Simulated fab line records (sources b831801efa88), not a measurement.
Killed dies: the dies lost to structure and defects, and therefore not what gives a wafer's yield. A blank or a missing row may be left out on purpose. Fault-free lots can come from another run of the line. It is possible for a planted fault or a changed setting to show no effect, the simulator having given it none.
Struck lot and sound lot, side by side | flow gf180mcu | 14 steps out of a route of 602
Sound: the wafers L620.1, L620.3, L620.4. Struck: wafers L639.2, L639.3, L639.5. At the end, the cause is stated.
At each step with rows: each side's tool, then ch and its chambers, then its first start. Under that, the readings that differ: sound wafers | struck wafers | difference of the means | sigmas: that difference in standard deviations of wafers without a fault.
alike: readings with means less than 2 such deviations apart, plus words and numbers identical on both sides. not compared: withheld readings, readings lacking a value on some wafer, bounds such as >300 that could conceal the same value, and numbers that have no deviation in the record and whose values overlap.
Wherever a step has rows on one side only, a row that says differs or no value, or a row with sigmas, the two part there. Non-overlapping numbers with no deviation appear without sigmas and do not part them. A reading missing from all wafers of one side parts the sides only when that side holds two or more wafers.

first, 2 steps without rows for these wafers: GF_M5_CLEAN_13 (cleans in DIW); GF_V5_CVD_00 (deposits SiO2, target thk 300 nm, time 50 s).
GF_V5_THK_MEAS_01:
  sound: filmMetro-02 at day 26 21:31; struck: filmMetro-02 at day 32 06:32
  alike: V5_CVD_00_THK
GF_V5_CVD_02: deposits SiO2 from TEOS, target thk 1450 nm, time 163.28 s.
  sound on pecvd-03 ch 0,1,2, day 26 21:34; struck on pecvd-01 ch 1,2, day 32 06:35
  alike: heaterPowerW, susceptorTempC
  not compared: sinceWetCleanH
GF_V5_THK_MEAS_03:
  sound: filmMetro-01 at day 26 21:41; struck: filmMetro-02 at day 32 06:43
  alike: V5_CVD_02_THK
GF_V5_CMP_04: polishes SiO2.
  sound on cmp-01 ch 0,2,3, day 26 21:44; struck on cmp-02 ch 0,1,2, day 32 06:49
  alike: motorCurrentA, retainingRingPressureFrac
GF_V5_BOW_MEAS_05:
  sound: filmMetro-01 at day 26 22:02; struck: filmMetro-02 at day 32 07:05
  alike: V5_BOW
then, 5 steps without rows for these wafers: GF_V5_DEHYDRATE_06 (time 60 s); GF_V5_HMDS_07 (prime time 60 s); GF_V5_COAT_08; GF_V5_COAT_09 (resist thk 1000 nm); GF_V5_SOFTBAKE_10 (time 60 s).
GF_V5_EXPOSE_11: exposes mask Via5, target cd 260 nm.
  sound on krfScanner-02 ch 0, day 27 08:04; struck on krfScanner-02, day 32 15:54
  no value came back on the struck wafers for exposureDoseMJCm2, focusOffsetNm (nm); on the sound wafers exposureDoseMJCm2 reads 38.63 38.61 38.62
  alike: mask
then, 1 step without rows for these wafers: GF_V5_PEB_12 (peb time 90 s).

WHERE THEY PART
Only at GF_V5_EXPOSE_11, within this record.

WHY: the cause the simulator had injected
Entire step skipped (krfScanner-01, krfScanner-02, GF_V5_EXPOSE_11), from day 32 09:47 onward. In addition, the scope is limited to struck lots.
